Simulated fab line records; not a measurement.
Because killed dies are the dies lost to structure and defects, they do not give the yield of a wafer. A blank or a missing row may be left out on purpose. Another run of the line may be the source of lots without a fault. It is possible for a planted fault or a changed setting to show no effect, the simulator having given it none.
Matching of chambers	flow gf180mcu	cmp-02 running GF_V2_CMP_26: 4 sister chambers
The step polishes, stops on SiO2, t overpolish 15 s, target thk 0 nm. 8 wafers are shown with their chamber, then 12 later ones without.

## EACH WAFER AND ITS CHAMBER
wafer	chamber	motorCurrentA (A)	timeToEndpointS (s)
L085.6	3	9.6	85.6
L087.6	1	11.4	86.5
L088.1	2	10.7	87.0
L088.2	1	11.3	82.3
L088.4	0	10.4	85.9
L089.1	2	10.5	91.2
L089.2	3	9.5	90.5
L089.3	0	9.8	88.3

## WAFERS WITH NO CHAMBER GIVEN
wafer	motorCurrentA (A)	timeToEndpointS (s)
L090.1	11.9	82.8
L090.4	10.4	83.0
L090.6	9.0	86.2
L091.2	10.5	81.5
L091.3	11.9	82.3
L091.6	9.6	82.6
L095.1	9.6	91.3
L095.5	10.6	90.3
L095.6	12.5	85.8
L097.2	10.4	87.4
L097.4	11.4	85.2
L097.5	11.6	82.0

## EACH ONE'S CHAMBER
wafer	from the rows above	in truth
L090.1	1	1
L090.4	can't be placed: 0 or 2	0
L090.6	3	3
L091.2	can't be placed: 0 or 2 or 1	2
L091.3	1	1
L091.6	can't be placed: 3 or 0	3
L095.1	can't be placed: 3 or 0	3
L095.5	2	2
L095.6	1	1
L097.2	can't be placed: 2 or 0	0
L097.4	1	1
L097.5	1	1
7 of 12 placed correctly. Cannot be placed on the basis of these rows: 5; the candidates contain the true chamber in 5. 0 placed wrongly.
How it was worked out, from the rows above alone: a wafer's distance from a chamber is the root of the sum, over the readings, of the square of ((its reading less the chamber's mean) divided by the reading's scatter). If the next closest chamber is less than 2 further off than the closest, the wafer can't be placed; otherwise it belongs to the closest. Each chamber's mean is taken over the wafers shown for it. The scatter is the square root of a quotient: the sum, over the shown wafers, of each reading's squared deviation from its chamber's mean, divided by wafers minus chambers.
